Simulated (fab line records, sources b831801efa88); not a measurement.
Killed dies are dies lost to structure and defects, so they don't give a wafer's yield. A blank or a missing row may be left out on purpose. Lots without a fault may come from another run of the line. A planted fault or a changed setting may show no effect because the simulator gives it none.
Which tool did it? | flow sky130 | 7 lots, 21 wafers sampled, at 1 step of a route of 708

WHAT THE GAUGES READ, wafer by wafer
SKY_FIELD_ISO_THK_MEAS_02.
lot  | measured    | on            | FIELD_ISO_OXIDATION_00_THK (nm)
L754 | day 1 22:21 | film_metro-01 | 11.80 11.85 11.82
L756 | day 2 08:32 | film_metro-03 | 12.47 12.50 12.73
L759 | day 2 23:33 | film_metro-01 | 12.37 12.61 12.50
L761 | day 3 09:13 | film_metro-03 | 11.80 11.79 11.65
L769 | day 5 02:34 | film_metro-04 | 12.41 12.43 12.16
L772 | day 5 17:43 | film_metro-01 | 12.26 12.07 12.26
L774 | day 6 02:22 | film_metro-01 | 12.24 12.23 12.26

WHICH TOOL RAN EACH LOT (tool, then ch and the chambers of the sampled wafers, then the start)
The record holds no process step before these readings.

THE ANSWER, worked out from the rows above alone
Rule: what is usual is taken from the lots themselves. Put in order of their means at a reading, lots are off if they are a third of the lots or fewer, leave a main group of 4 or more, and stand apart from it by a gap of 3 or more times the standard deviation of the main group's means; of several such gaps the widest counts. A main group whose means are all the same, to the digits that the tables above print for the reading, isn't used. A lot without any number at a reading at which 4 lots or more have one is off too. The other lots that the step has rows for count as sound.
No lot is off at any reading shown: from this, nothing can be told.

WHAT THE SIMULATOR HAD PUT IN
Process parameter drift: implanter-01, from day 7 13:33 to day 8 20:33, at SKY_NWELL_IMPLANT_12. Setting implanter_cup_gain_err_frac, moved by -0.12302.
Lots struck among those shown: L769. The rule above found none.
